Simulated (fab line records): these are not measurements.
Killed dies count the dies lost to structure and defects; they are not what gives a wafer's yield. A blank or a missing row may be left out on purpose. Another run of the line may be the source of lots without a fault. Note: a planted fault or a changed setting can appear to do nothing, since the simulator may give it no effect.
Matching of chambers | flow sky130 | SKY_POLY_GATE_ETCH_17 on rie si-02: 4 sister chambers
The step etches poly-Si in HBr/Cl2, stops on SiO2, target depth 180 nm, time 70.5 s. 16 wafers are shown with their chamber, then 7 later ones without.

== WAFERS WITH THEIR CHAMBER ==
wafer  | chamber | drypump motor current A (A) | he backside leak sccm (sccm) | throttle valve pct (%)
L226.2 | 2       | 4.9                         | 2.69                         | 33.696
L226.3 | 1       | 4.9                         | 2.80                         | 33.664
L226.5 | 1       | 4.9                         | 2.67                         | 33.677
L227.1 | 2       | 4.9                         | 2.66                         | 33.691
L227.4 | 1       | 4.9                         | 2.60                         | 33.682
L227.5 | 0       | 6.3                         | 3.09                         | 33.685
L228.1 | 3       | 6.2                         | 2.38                         | 33.690
L228.4 | 1       | 4.9                         | 2.72                         | 33.674
L228.6 | 0       | 6.2                         | 3.06                         | 33.694
L231.1 | 0       | 6.2                         | 3.05                         | 33.673
L231.6 | 0       | 6.2                         | 3.01                         | 33.702
L232.1 | 0       | 6.2                         | 2.92                         | 33.693
L232.3 | 1       | 4.9                         | 2.78                         | 33.681
L232.4 | 3       | 6.3                         | 2.42                         | 33.680
L242.3 | 3       | 6.2                         | 2.34                         | 33.685
L242.4 | 3       | 6.2                         | 2.32                         | 33.682

SIGNATURES (averages over the wafers above)
reading                 | chamber 0 | chamber 1 | chamber 2 | chamber 3 | scatter within a chamber
drypump motor current A | 6.220     | 4.900     | 4.900     | 6.225     | 0.0359
he backside leak sccm   | 3.0260    | 2.7140    | 2.6750    | 2.3650    | 0.0648
throttle valve pct      | 33.68940  | 33.67560  | 33.69350  | 33.68425  | 0.00796
Rule: for a wafer and a chamber, the distance is found by dividing, reading by reading, the gap between the wafer's reading and the chamber's mean by the reading's scatter, squaring, summing and taking the root. The wafer belongs to the nearest chamber; if the next one is less than 2 further off, it can't be placed. The scatter: take each reading less its chamber's mean, square it, sum over the shown wafers, divide by the number of wafers less the number of chambers, and take the root.

== WAFERS WITH NO CHAMBER GIVEN ==
wafer  | drypump motor current A (A) | he backside leak sccm (sccm) | throttle valve pct (%)
L242.6 | 4.9                         | 2.83                         | 33.684
L246.2 | 6.2                         | 2.93                         | 33.678
L246.5 | 4.9                         | 2.73                         | 33.672
L246.6 | 6.2                         | 2.92                         | 33.671
L247.2 | 4.9                         | 2.84                         | 33.698
L247.4 | 4.9                         | 2.70                         | 33.678
L247.6 | 6.3                         | 2.99                         | 33.688

== CHAMBER TAKEN BY EACH ==
wafer  | from the rows above     | in truth
L242.6 | can't be placed: 1 or 2 | 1
L246.2 | 0                       | 0
L246.5 | 1                       | 1
L246.6 | 0                       | 0
L247.2 | can't be placed: 2 or 1 | 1
L247.4 | can't be placed: 1 or 2 | 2
L247.6 | 0                       | 0
Correctly placed: 4 of 7. Can't be placed from these rows: 3 (the true chamber is among the candidates in 3). 0 placed wrongly.
